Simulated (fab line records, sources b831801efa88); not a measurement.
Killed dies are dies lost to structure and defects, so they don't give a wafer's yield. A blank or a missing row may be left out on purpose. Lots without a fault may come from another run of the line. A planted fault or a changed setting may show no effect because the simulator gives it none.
A struck lot beside a sound one | flow gf180mcu | 15 steps out of a route of 602
Sound: wafers L976.1, L976.2, L976.6. Struck: wafer L968.1. (L968.2, L968.4 of the same lot were not struck and are left out.) The cause comes at the end.
At each step with rows: each side's tool, then ch and its chambers, then its first start. Under that, the readings that differ: sound wafers | struck wafers | difference of the means | sigmas: that difference in standard deviations of wafers without a fault.
alike: readings whose means differ by less than 2 such deviations, and words and numbers that are the same on both sides. not compared: withheld readings, readings that some wafer has no value for, bounds like >300 that may hide the same value, and numbers for which the record gives no deviation and whose values overlap.
The two part at a step that has a row with sigmas, a row that says differs or no value, or rows on one side only. Numbers that don't overlap but have no deviation are shown without sigmas and don't part them. A reading that every wafer of one side lacks parts them only if that side has two wafers or more.

GF_HV_LDD_CD_MEAS_46: target cd 400 nm.
  sound on cd_sem-01, day 18 01:16; struck on cd_sem-01, day 15 09:07
  alike: cd_nm
GF_HV_LDD_OVL_MEAS_47:
  sound on overlay-02, day 18 01:23; struck on overlay-01, day 15 09:14
  alike: HV_LDD_03_OVL
then, 1 step without rows for these wafers: GF_HV_LDD_IMPLANT_48.
GF_HV_LDD_STRIP_49: strips in O2/N2.
  sound on plasma_asher-02 ch 0,1, day 18 01:34; struck on plasma_asher-02 ch 1, day 15 09:25
  reading                      | sound             | struck | difference | sigmas
  strip_time_to_endpoint_s (s) | 12.64 12.66 12.65 | 12.57  | -0.08      | -3
  alike: chamber_pressure_mTorr, drypump_motor_current_A, heater_power_w, o2_flow_sccm, oes_product_au
  not compared: rf_hours_counter_h
GF_HV_LDD_TW_MEAS_50:
  sound on film_metro-04, day 18 01:40; struck on film_metro-04, day 15 09:31
  alike: HV_LDD_4_TW
then, 1 step without rows for these wafers: GF_HV_LDD_CLEAN_51 (cleans in SC1/SC2, time 150 s).
GF_HV_LDD_RTA_52: time 10 s.
  sound on rtp_anneal-02 ch 0, day 18 01:46; struck on rtp_anneal-02 ch 0, day 15 09:38
  alike: chamber_o2_ppm, lamp_power_pct, wafer_temp_C_max
GF_HV_LDD_RS_MEAS_53: measures by four-point-probe.
  sound on film_metro-03, day 18 01:50; struck on film_metro-03, day 15 09:41
  alike: HV_LDD_RS
then, 1 step without rows for these wafers: GF_HV_LDD_CVD_54 (deposits SiO2 from TEOS, target thk 10 nm, time 75 s).
GF_HV_LDD_THK_MEAS_55:
  sound on film_metro-03, day 18 02:59; struck on film_metro-01, day 15 10:50
  alike: HV_LDD_CVD_54_THK
then, 1 step without rows for these wafers: GF_HV_LDD_CVD_56 (deposits Si3N4 from DCS/NH3, target thk 90 nm, time 1543 s).
GF_HV_LDD_THK_MEAS_57:
  sound on film_metro-04, day 18 05:44; struck on film_metro-03, day 15 12:19
  alike: HV_LDD_CVD_56_THK
GF_HV_LDD_ETCHBACK_58: etches Si3N4 in CH3F/O2, stops on SiO2, time 100 s, target depth 90 nm.
  sound on rie_diel-01 ch 0,1,3, day 18 05:48; struck on rie_diel-03 ch 1, day 15 12:23
  reading            | sound             | struck | difference | sigmas
  rf_fwd_power_W (W) | 397.6 393.8 399.6 | 463.8  | +66.8      | +48
  alike: bias_w, chamber_pressure_mTorr, drypump_motor_current_A, oes_product_au, throttle_valve_pct
  not compared: rf_hours_counter_h
then, 2 steps without rows for these wafers: GF_NSD_DEHYDRATE_00 (time 60 s); GF_PASSIVATION_PROBE_99.

WHERE THEY PART
First at GF_HV_LDD_STRIP_49; last, within this record, at GF_HV_LDD_ETCHBACK_58.

WHY: what the simulator had put in
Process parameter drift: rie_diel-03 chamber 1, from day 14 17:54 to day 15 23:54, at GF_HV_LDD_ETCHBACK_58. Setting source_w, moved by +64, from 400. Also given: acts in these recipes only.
